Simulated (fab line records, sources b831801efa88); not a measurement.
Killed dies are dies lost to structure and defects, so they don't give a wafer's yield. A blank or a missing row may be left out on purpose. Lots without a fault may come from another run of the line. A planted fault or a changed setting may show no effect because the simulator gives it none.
Which tool did it? | flow sfq_line | 14 lots, 42 wafers sampled, at 4 steps of a route of 325

WHAT THE GAUGES READ, wafer by wafer
SFQ_JJ_RS_MEAS_929: measures by four-point-probe.
lot  | measured     | on            | JJ_NB_RS (ohm/sq)
L874 | day 40 14:40 | film_metro-01 | 1.045 1.053 1.057
L875 | day 45 01:07 | film_metro-02 | 1.054 1.041 1.056
L877 | day 45 07:17 | film_metro-02 | 1.042 1.030 1.027
L883 | day 53 01:13 | film_metro-01 | 1.050 0.886 1.045
L884 | day 53 07:56 | film_metro-01 | 0.869 0.871 1.048
L885 | day 56 18:35 | film_metro-04 | 1.060 1.047 1.040
L887 | day 57 07:56 | film_metro-04 | 1.019 1.042 1.042
L888 | day 57 13:54 | film_metro-04 | 1.047 1.041 1.040
L889 | day 57 20:12 | film_metro-02 | 1.059 1.037 1.034
L890 | day 57 22:25 | film_metro-04 | 1.065 1.070 1.049
L891 | day 58 05:10 | film_metro-02 | 1.050 1.019 1.056
L893 | day 64 17:50 | film_metro-04 | 1.055 1.067 1.051
L894 | day 65 06:38 | film_metro-02 | 1.065 1.055 1.057
L896 | day 65 21:01 | film_metro-01 | 1.039 1.043 1.055

SFQ_I6_OVL_MEAS_942.
lot  | measured     | on         | I6_OVL (nm)
L874 | day 62 08:11 | overlay-01 | -5 -1 -7
L875 | day 62 09:23 | overlay-02 | -9 -8 -8
L877 | day 62 11:48 | overlay-02 | -2 0 -4
L883 | day 70 05:43 | overlay-02 | 2 5 10
L884 | day 70 10:26 | overlay-01 | 4 0 -3
L885 | day 72 00:20 | overlay-01 | 13 11 13
L887 | day 73 12:05 | overlay-02 | 0 -6 -9
L888 | day 74 04:10 | overlay-01 | 2 7 2
L889 | day 74 11:22 | overlay-01 | -2 -1 6
L890 | day 74 17:53 | overlay-01 | 8 1 5
L891 | day 74 22:35 | overlay-01 | -3 -3 -3
L893 | day 75 17:38 | overlay-02 | 11 3 5
L894 | day 75 22:53 | overlay-02 | 0 4 0
L896 | day 80 03:37 | overlay-02 | 7 0 13

WHICH TOOL RAN EACH LOT (tool, then ch and the chambers of the sampled wafers, then the start)
lot  | SFQ_TRILAYER_JJ_TRILAYER_DEP_SPUTTER_112 | SFQ_TRILAYER_I5_ETCH_VIA_ETCH_147
L874 | pvd_sputter-06, day 40 14:35             | rie_diel-01 ch 0,1,2, day 60 00:23
L875 | pvd_sputter-06, day 45 01:02             | rie_diel-03 ch 0,1,3, day 60 06:23
L877 | pvd_sputter-04, day 45 07:09             | rie_diel-01 ch 0,3, day 60 14:45
L883 | pvd_sputter-06, day 53 01:07             | rie_diel-01 ch 1,3, day 65 20:08
L884 | pvd_sputter-06, day 53 07:47             | rie_diel-03 ch 2,3, day 65 22:32
L885 | pvd_sputter-06, day 56 18:28             | rie_diel-04 ch 0,1, day 68 18:41
L887 | pvd_sputter-05, day 57 07:47             | rie_diel-04 ch 1,2,3, day 68 21:05
L888 | pvd_sputter-06, day 57 13:49             | rie_diel-04 ch 1,2,3, day 69 05:29
L889 | pvd_sputter-04, day 57 20:07             | rie_diel-04 ch 0,1,2, day 69 10:17
L890 | pvd_sputter-05, day 57 22:19             | rie_diel-01 ch 1,3, day 69 15:05
L891 | pvd_sputter-04, day 58 05:04             | rie_diel-04 ch 0,2,3, day 69 21:05
L893 | pvd_sputter-04, day 64 17:46             | rie_diel-04 ch 0,1,2, day 70 10:08
L894 | pvd_sputter-04, day 65 06:32             | rie_diel-04 ch 2,3, day 70 17:20
L896 | pvd_sputter-04, day 65 20:56             | rie_diel-01 ch 0,1,3, day 71 09:04
- SFQ_TRILAYER_JJ_TRILAYER_DEP_SPUTTER_112: material Nb, target thk 170 nm, time 113.3 s.
- SFQ_TRILAYER_I5_ETCH_VIA_ETCH_147: etches the open film in CHF3, stops on Nb, target depth 360 nm.

WHAT THE TOOLS THEMSELVES READ (means of the sampled wafers that have a number; where no wafer has one, the mark that the record gives instead)
SFQ_TRILAYER_JJ_TRILAYER_DEP_SPUTTER_112.
lot  | tool           | throttle_valve_pct (%)
L874 | pvd_sputter-06 | 30.1
L875 | pvd_sputter-06 | 29.2
L877 | pvd_sputter-04 | 30.0
L883 | pvd_sputter-06 | 29.0
L884 | pvd_sputter-06 | 28.5
L885 | pvd_sputter-06 | 29.1
L887 | pvd_sputter-05 | 30.4
L888 | pvd_sputter-06 | 29.8
L889 | pvd_sputter-04 | 30.9
L890 | pvd_sputter-05 | 30.1
L891 | pvd_sputter-04 | 30.6
L893 | pvd_sputter-04 | 30.8
L894 | pvd_sputter-04 | 30.0
L896 | pvd_sputter-04 | 30.3

SFQ_TRILAYER_I5_ETCH_VIA_ETCH_147.
lot  | tool        | drypump_motor_current_A (A) | oes_product_au (a.u.)
L874 | rie_diel-01 | 5.4                         | 0.990
L875 | rie_diel-03 | 5.7                         | 0.987
L877 | rie_diel-01 | 6.0                         | 0.991
L883 | rie_diel-01 | 5.7                         | 0.994
L884 | rie_diel-03 | 6.2                         | 0.991
L885 | rie_diel-04 | 5.7                         | 0.985
L887 | rie_diel-04 | 6.0                         | 0.994
L888 | rie_diel-04 | 6.0                         | 0.986
L889 | rie_diel-04 | 6.0                         | 0.990
L890 | rie_diel-01 | 5.7                         | 0.985
L891 | rie_diel-04 | 5.8                         | 0.985
L893 | rie_diel-04 | 6.0                         | 0.986
L894 | rie_diel-04 | 6.0                         | 0.984
L896 | rie_diel-01 | 5.7                         | 0.994

THE ANSWER, worked out from the rows above alone
Rule: what is usual is taken from the lots themselves. Put in order of their means at a reading, lots are off if they are a third of the lots or fewer, leave a main group of 4 or more, and stand apart from it by a gap of 3 or more times the standard deviation of the main group's means; of several such gaps the widest counts. A main group whose means are all the same, to the digits that the tables above print for the reading, isn't used. A lot without any number at a reading at which 4 lots or more have one is off too. The other lots that the step has rows for count as sound. The gauges are gone through in route order, then the tools' own readings, and for those a lot's mean is taken as printed above. The first step at which some lot is off is used, and at that step the reading that is off furthest; a lot without a number counts as furthest.
Off: L883, L884, at SFQ_JJ_RS_MEAS_929 (JJ_NB_RS). The main group: mean 1.047 ohm/sq, standard deviation 0.0087.
A tool fits if, at a process step before that reading, it ran every lot that is off, and no sound lot after the first of them. The gauges at SFQ_JJ_RS_MEAS_929 are tried like those tools. None of those tried fits.

WHAT THE SIMULATOR HAD PUT IN
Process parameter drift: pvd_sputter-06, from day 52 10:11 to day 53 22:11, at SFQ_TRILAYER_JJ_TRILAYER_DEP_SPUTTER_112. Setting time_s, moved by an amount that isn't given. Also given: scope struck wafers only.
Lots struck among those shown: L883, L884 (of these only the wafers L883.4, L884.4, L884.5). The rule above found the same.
